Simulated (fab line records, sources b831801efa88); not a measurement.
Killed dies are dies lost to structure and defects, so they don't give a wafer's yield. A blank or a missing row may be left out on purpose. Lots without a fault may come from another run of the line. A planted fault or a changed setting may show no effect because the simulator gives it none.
Split-lot experiment | flow gf180mcu | 5 lots, 23 wafers read, on a route of 602 steps

THE SPLIT
At GF_MIM_EXPOSE_16 (exposes mask FuseTop, target cd 2000 nm), the setting dose_mj was moved away from the recipe's 140 on 9 of the 23 wafers read, by +1.9% to +5.5%. The other wafers ran this setting at the recipe's value.

FROM THE SPLIT TO THE READING: what the file shows between them, 2 steps
- GF_MIM_PEB_17
- GF_MIM_DEVELOP_18: develop time 60 s

THE READING
MIM.cd_nm (the simulator's own value, which no gauge read), in nm, at GF_MIM_METAL_ETCH_19 (etches the open film in Cl2/BCl3, stops on Si3N4, target depth 324.5 nm, time 54.1 s). The file gives no usual value for it. The 14 wafers here that ran the recipe average 2000 nm, standard deviation 2.5 nm.

wafer  | tool, chamber at the split | dose_mj as run | against the recipe | MIM.cd_nm, nm | against lot-mates on the recipe
L076.2 | iline_stepper-01, 0        | 140            | recipe             | 1995          | -
L076.3 | iline_stepper-01, 0        | 140            | recipe             | 1999          | -
L076.4 | iline_stepper-01, 0        | 140            | recipe             | 1997          | -
L077.1 | iline_stepper-01, 0        | 147.7          | +5.5%              | 1991          | -12
L077.2 | iline_stepper-01, 0        | 147.7          | +5.5%              | 1992          | -12
L077.3 | iline_stepper-01, 0        | 140            | recipe             | 2001          | -
L077.4 | iline_stepper-01, 0        | 140            | recipe             | 2006          | -
L077.5 | iline_stepper-01, 0        | 147.7          | +5.5%              | 1987          | -16
L080.1 | iline_stepper-02, 0        | 142.7          | +1.9%              | 1996          | -4
L080.2 | iline_stepper-02, 0        | 140            | recipe             | 1999          | -
L080.3 | iline_stepper-02, 0        | 142.7          | +1.9%              | 1992          | -8
L080.4 | iline_stepper-02, 0        | 140            | recipe             | 2000          | -
L080.6 | iline_stepper-02, 0        | 142.7          | +1.9%              | 1993          | -6
L082.1 | iline_stepper-01, 0        | 145.4          | +3.9%              | 1990          | -10
L082.2 | iline_stepper-01, 0        | 145.4          | +3.9%              | 1988          | -12
L082.4 | iline_stepper-01, 0        | 145.4          | +3.9%              | 1988          | -12
L082.3 | iline_stepper-01, 0        | 140            | recipe             | 2000          | -
L082.6 | iline_stepper-01, 0        | 140            | recipe             | 2001          | -
L083.2 | iline_stepper-01, 0        | 140            | recipe             | 2001          | -
L083.5 | iline_stepper-01, 0        | 140            | recipe             | 2001          | -
L083.3 | iline_stepper-01, 0        | 140            | recipe             | 2003          | -
L083.4 | iline_stepper-01, 0        | 140            | recipe             | 2002          | -
L083.6 | iline_stepper-01, 0        | 140            | recipe             | 2002          | -

THE FIT
A straight line over all 23 wafers: MIM.cd_nm changes by -2.28 nm for each +1% of dose_mj; r = -0.87; the points scatter about the line by 2.8 nm.
The same after taking each lot's own level away (the mean of its wafers on the recipe; 23 wafers): -2.65 nm for each +1%; r = -0.96; scatter 1.7 nm.
On that fit, the largest move of dose_mj shifts the reading by 15 nm.
The lots' own levels span 1997.0 to 2003.5 nm, that is 2.6 times the standard deviation above.
So the lot-to-lot level changes the slope: the two fits differ.
Check: with one of the wafers moved furthest among these (+5.5%) left out of the fit, the line predicts -15.3 nm for it against its lot-mates. It came out at -12.5 nm against them.

OTHER SPLITS ON THESE WAFERS
These wafers also went through other splits before the reading. Each is held against what the fit with the lots' levels taken away leaves over:
other split on the same wafers | wafers away from the commonest value | r with MIM.cd_nm (lot level and that fit taken away)
GF_V4_ETCH_17 bias_w           | 6                                    | -0.04
GF_V4_CVD_23 pressure_torr     | 10                                   | -0.31
GF_MIM_SPUTTER_09 power_w      | 9                                    | +0.21

THE FILE'S OWN FIT
MIM.cd_nm changes by -2.67 nm for each +1% of dose_mj, r = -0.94.
